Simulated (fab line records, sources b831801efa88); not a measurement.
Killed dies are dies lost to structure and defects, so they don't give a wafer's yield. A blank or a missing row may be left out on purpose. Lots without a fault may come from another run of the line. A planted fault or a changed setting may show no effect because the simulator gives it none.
Which tool did it? | flow gf180mcu | 11 lots, 33 wafers sampled, at 4 steps of a route of 602

WHAT THE GAUGES READ, wafer by wafer
GF_HV_LDD_RS_MEAS_53: measures by four-point-probe. Usual: HV_LDD_RS 419.1 ohm/sq, standard deviation 0.73.
lot  | measured     | on            | HV_LDD_RS (ohm/sq) | flag
L311 | day 12 19:53 | film_metro-02 | 418.8 418.8 418.6  |
L313 | day 13 16:40 | film_metro-04 | 417.7 419.2 418.2  |
L314 | day 14 00:03 | film_metro-04 | 419.6 418.7 418.0  |
L315 | day 14 03:30 | film_metro-04 | 418.7 419.4 419.8  |
L316 | day 14 12:44 | film_metro-01 | 419.2 417.9 418.2  |
L321 | day 16 04:59 | film_metro-02 | - - -              | OFF
L322 | day 16 12:29 | film_metro-02 | 419.7 420.1 420.9  |
L324 | day 17 02:40 | film_metro-02 | - - -              | OFF
L330 | day 19 04:22 | film_metro-01 | 419.4 418.8 419.0  |
L332 | day 19 22:11 | film_metro-02 | 418.8 418.1 418.5  |
L333 | day 20 05:33 | film_metro-02 | 420.3 419.0 419.3  |

WHICH TOOL RAN EACH LOT (tool, then ch and the chambers of the sampled wafers, then the start)
lot  | GF_LVPWELL_STRIP_10                 | GF_POLY_GATE_ETCH_12               | GF_HV_LDD_IMPLANT_33
L311 | plasma_asher-02 ch 0,1, day 4 03:43 | rie_diel-02 ch 0,1, day 9 15:05    | implanter-04 ch 0, day 12 00:09
L313 | plasma_asher-04 ch 0,1, day 4 14:43 | rie_diel-04 ch 0,3, day 10 08:26   | implanter-01 ch 0, day 12 19:35
L314 | plasma_asher-03 ch 0,1, day 4 19:55 | rie_diel-03 ch 0,1,2, day 10 13:55 | implanter-04 ch 0, day 13 03:10
L315 | plasma_asher-04 ch 0,1, day 5 01:31 | rie_diel-03 ch 0,3, day 10 17:56   | implanter-02 ch 0, day 13 06:10
L316 | plasma_asher-03 ch 1, day 5 08:21   | rie_diel-03 ch 1,2, day 11 02:44   | implanter-01 ch 0, day 13 14:57
L321 | plasma_asher-04 ch 0,1, day 6 09:50 | rie_diel-04 ch 2,3, day 12 14:14   | implanter-01 ch 0, day 15 05:44
L322 | plasma_asher-03 ch 0,1, day 6 17:20 | rie_diel-03 ch 0,1,2, day 12 21:13 | implanter-02 ch 0, day 15 12:51
L324 | plasma_asher-02 ch 0,1, day 7 04:03 | rie_diel-04 ch 0,1,2, day 13 09:14 | implanter-01 ch 0, day 16 03:04
L330 | plasma_asher-04 ch 0,1, day 8 13:34 | rie_diel-04 ch 0,1, day 15 04:41   | implanter-02 ch 0, day 18 03:10
L332 | plasma_asher-02 ch 0,1, day 9 01:04 | rie_diel-03 ch 1,2, day 15 20:05   | implanter-04 ch 0, day 18 21:25
L333 | plasma_asher-02 ch 0,1, day 9 06:40 | rie_diel-02 ch 0,1,3, day 16 02:02 | implanter-02 ch 0, day 19 02:01
- GF_LVPWELL_STRIP_10: strips in O2/N2.
- GF_POLY_GATE_ETCH_12: etches BARC in N2/H2.
- GF_HV_LDD_IMPLANT_33

WHAT THE TOOLS THEMSELVES READ (means of the sampled wafers that have a number; where no wafer has one, the mark that the record gives instead)
GF_LVPWELL_STRIP_10. Usual: chamber_pressure_mTorr 1500.3 mTorr, standard deviation 1.4; drypump_motor_current_A 5.5 A, standard deviation 0.61; heater_power_w 343 W, standard deviation 43; oes_product_au 0.723 a.u., standard deviation 0.0047; platen_temp_c 250.02 C, standard deviation 0.18; strip_time_to_endpoint_s 37.01 s, standard deviation 0.09.
lot  | tool            | chamber_pressure_mTorr (mTorr) | drypump_motor_current_A (A) | heater_power_w (W) | oes_product_au (a.u.) | platen_temp_c (C) | strip_time_to_endpoint_s (s) | flag
L311 | plasma_asher-02 | 1499.8                         | 6.0                         | 328                | 0.724                 | 250.04            | 36.97                        |
L313 | plasma_asher-04 | 1501.1                         | 5.3                         | 382                | 0.725                 | 250.03            | 36.99                        |
L314 | plasma_asher-03 | 1500.5                         | 5.6                         | 307                | 0.727                 | 250.03            | 36.99                        |
L315 | plasma_asher-04 | 1501.3                         | 5.0                         | 345                | 0.725                 | 249.94            | 37.06                        |
L316 | plasma_asher-03 | 1499.5                         | 5.9                         | 290                | 0.720                 | 249.95            | 37.02                        |
L321 | plasma_asher-04 | 1500.6                         | 5.3                         | 380                | 0.721                 | 249.61            | 37.04                        |
L322 | plasma_asher-03 | 1499.8                         | 5.3                         | 327                | 0.723                 | 249.98            | 36.95                        |
L324 | plasma_asher-02 | 1499.5                         | 6.2                         | 327                | 0.719                 | 249.98            | 37.07                        |
L330 | plasma_asher-04 | 1499.8                         | 4.9                         | 346                | 0.722                 | 249.90            | 37.10                        |
L332 | plasma_asher-02 | 1499.9                         | 6.2                         | 326                | 0.722                 | 249.95            | 36.89                        |
L333 | plasma_asher-02 | 1501.4                         | 6.2                         | 328                | 0.723                 | 250.10            | 36.91                        |

GF_POLY_GATE_ETCH_12. Usual: chamber_pressure_mTorr 30.000 mTorr, standard deviation 0.028; drypump_motor_current_A 5.8 A, standard deviation 0.41; oes_product_au 0.735 a.u., standard deviation 0.0044; rf_fwd_power_W 495.6 W, standard deviation 2; throttle_valve_pct 13.214 %, standard deviation 0.0087.
lot  | tool        | chamber_pressure_mTorr (mTorr) | drypump_motor_current_A (A) | oes_product_au (a.u.) | rf_fwd_power_W (W) | throttle_valve_pct (%) | flag
L311 | rie_diel-02 | 29.981                         | 5.3                         | 0.736                 | 495.4              | 13.212                 |
L313 | rie_diel-04 | 29.996                         | 5.7                         | 0.734                 | 496.7              | 13.214                 |
L314 | rie_diel-03 | 30.006                         | 6.2                         | 0.736                 | 494.8              | 13.211                 |
L315 | rie_diel-03 | 30.010                         | 5.9                         | 0.733                 | 495.4              | 13.209                 |
L316 | rie_diel-03 | 30.015                         | 6.5                         | 0.739                 | 496.7              | 13.218                 |
L321 | rie_diel-04 | 29.997                         | 5.8                         | 0.732                 | 494.9              | 13.220                 |
L322 | rie_diel-03 | 30.004                         | 6.3                         | 0.730                 | 495.2              | 13.214                 |
L324 | rie_diel-04 | 29.993                         | 5.9                         | 0.734                 | 495.9              | 13.210                 |
L330 | rie_diel-04 | 29.982                         | 5.9                         | 0.736                 | 495.8              | 13.221                 |
L332 | rie_diel-03 | 30.012                         | 6.3                         | 0.737                 | 495.7              | 13.218                 |
L333 | rie_diel-02 | 30.018                         | 5.4                         | 0.735                 | 496.3              | 13.210                 |

GF_HV_LDD_IMPLANT_33. Usual: beam_on_s 9.96 s, standard deviation 0.21; tilt_deg 29.998 degrees, standard deviation 0.023.
lot  | tool         | beam_on_s (s) | tilt_deg (degrees) | flag
L311 | implanter-04 | 9.87          | 29.978             |
L313 | implanter-01 | 9.93          | 30.003             |
L314 | implanter-04 | 9.83          | 30.003             |
L315 | implanter-02 | 10.12         | 29.982             |
L316 | implanter-01 | 9.99          | 29.976             |
L321 | implanter-01 | 9.93          | 31.818             | OFF
L322 | implanter-02 | 10.13         | 29.945             |
L324 | implanter-01 | 10.05         | 31.820             | OFF
L330 | implanter-02 | 10.21         | 30.031             |
L332 | implanter-04 | 9.92          | 30.007             |
L333 | implanter-02 | 10.09         | 30.021             |

THE ANSWER, worked out from the rows above alone
Rule: a lot is off if the mean of its wafers that have a number lies more than 3 standard deviations from the usual mean. A lot without any number at a reading at which 4 lots or more have one is off too. The other lots that the step has rows for count as sound. The gauges are gone through in route order, then the tools' own readings, and for those a lot's mean is taken as printed above. The first step at which some lot is off is used, and at that step the reading that is off furthest; a lot without a number counts as furthest.
Off: L321, L324, at GF_HV_LDD_RS_MEAS_53 (HV_LDD_RS). Without a number there: L321, L324.
A tool fits if, at a process step before that reading, it ran every lot that is off, and no sound lot after the first of them. The gauges at GF_HV_LDD_RS_MEAS_53 aren't tried: what is off there is off at GF_HV_LDD_IMPLANT_33 too, on other tools, and a gauge's error can't cause that. One fits: implanter-01 at GF_HV_LDD_IMPLANT_33. Its last sound lot is L316 (day 13 14:57), its first lot that is off L321 (day 15 05:44): a fault that began between those two fits.
The tool's own readings at GF_HV_LDD_IMPLANT_33 bear it out: on the lots that are off they differ by more than 5 times the standard deviation of the sound lots' means. tilt_deg reads 31.819 degrees there against 29.994 degrees on the sound lots.

WHAT THE SIMULATOR HAD PUT IN
Process parameter drift: implanter-01, from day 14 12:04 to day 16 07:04, at GF_HV_LDD_IMPLANT_33. Setting tilt_deg, moved by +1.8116, from 30. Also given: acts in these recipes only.
Lots struck among those shown: L321, L324. The rule above found the same.
